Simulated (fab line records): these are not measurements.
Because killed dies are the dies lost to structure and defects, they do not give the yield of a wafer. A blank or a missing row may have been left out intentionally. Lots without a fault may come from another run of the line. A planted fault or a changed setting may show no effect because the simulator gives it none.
One fault through the eyes of 2 desks :: flow gf180mcu :: each desk holds nothing but its own numbers, with what lay behind them at the end

## FROM THE METROLOGY DESK
What the gauges read for every lot (on any tool): the sampled wafers with a number, averaged. Marked OUT: a lot whose mean sits more than 4 standard deviations from the usual mean, which makes it out of limits; the brackets give that distance.
Columns: A = cd-nm at GF_TOP_METAL_CD_MEAS_14, usual 440.2 nm; B = PASSIVATION_CVD_02_THK at GF_PASSIVATION_THK_MEAS_03, usual 701 nm
lot: L888
first seen here: day 28 07:38
A: 440.0
B: 700

lot: L889
first seen here: day 28 16:01
A: 440.3
B: 694

lot: L891
first seen here: day 29 06:55
A: 441.6
B: 706

lot: L893
first seen here: day 29 13:25
A: 439.2
B: 701

lot: L892
first seen here: day 29 14:39
A: 436.5
B: 708

lot: L894
first seen here: day 29 23:47
A: 447.2
B: 707

lot: L895
first seen here: day 30 04:04
A: 441.6
B: 700

lot: L897
first seen here: day 30 18:52
A: 437.8
B: 688

lot: L899
first seen here: day 31 09:47
A: 437.5
B: 706

lot: L900
first seen here: day 31 16:26
A: 437.9
B: 706

lot: L906
first seen here: day 33 03:35
A: 430.7
B: 703

lot: L908
first seen here: day 33 12:52
A: 431.3
B: 696

lot: L910
first seen here: day 34 02:10
A: 438.6
B: 700
Finding of this desk: none of the 13 lots has anything out of limits.

## FOR THE TOOL OWNER'S DESK: iline-stepper-02
The tool's own readings at GF_TOP_METAL_EXPOSE_11 (exposes mask MetalTop, target cd 440 nm): means of the sampled wafers that have a number, for each lot that ran on this tool. Marked OUT: a lot whose mean sits more than 4 standard deviations from the usual mean, which makes it out of limits; the brackets give that distance.
Columns: A = exposure-dose-mJ-cm2 at GF_TOP_METAL_EXPOSE_11, usual 171.0; B = reticle-temp-C at GF_TOP_METAL_EXPOSE_11, usual 23.02 C
lot: L889
first seen here: day 28 06:30
A: 171.4
B: 23.13

lot: L891
first seen here: day 28 21:35
A: 171.8
B: 23.05

lot: L893
first seen here: day 29 04:01
A: 171.5
B: 22.97

lot: L892
first seen here: day 29 05:30
A: 171.7
B: 23.00

lot: L897
first seen here: day 30 09:47
A: 171.7
B: 23.06

lot: L899
first seen here: day 31 01:19
A: 171.8
B: 22.93

lot: L900
first seen here: day 31 08:27
A: 171.7
B: 22.89

lot: L906
first seen here: day 32 19:43
A: 175.1 (+4.9) OUT
B: 22.90

lot: L908
first seen here: day 33 05:31
A: 174.7 (+4.4) OUT
B: 22.86
Finding of this desk: L906, L908 out of limits; the first was L906 at day 32 19:43, on exposure-dose-mJ-cm2 at GF_TOP_METAL_EXPOSE_11. Within limits: L889, L891, L893, L892, L897, L899, L900.

## BROUGHT TOGETHER
At day 32 19:43, on L906, L908, the tool owner's desk was in a position to raise an alarm.
Metrology desk: nothing out of limits seen.
The metrology desk has L906, L908 on record, within its limits.
GF_TOP_METAL_EXPOSE_11 was run on iline-stepper-02 by each of the lots named.

## WHAT HAD BEEN PUT IN BY THE SIMULATOR
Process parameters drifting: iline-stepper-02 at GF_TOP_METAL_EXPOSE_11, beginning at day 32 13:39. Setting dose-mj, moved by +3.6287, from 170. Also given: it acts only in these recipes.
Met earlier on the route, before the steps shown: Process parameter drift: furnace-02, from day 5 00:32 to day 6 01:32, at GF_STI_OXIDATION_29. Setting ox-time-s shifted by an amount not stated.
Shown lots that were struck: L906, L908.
Each desk's first reading out of limits, in hours after the fault started: the tool owner's desk, 6.
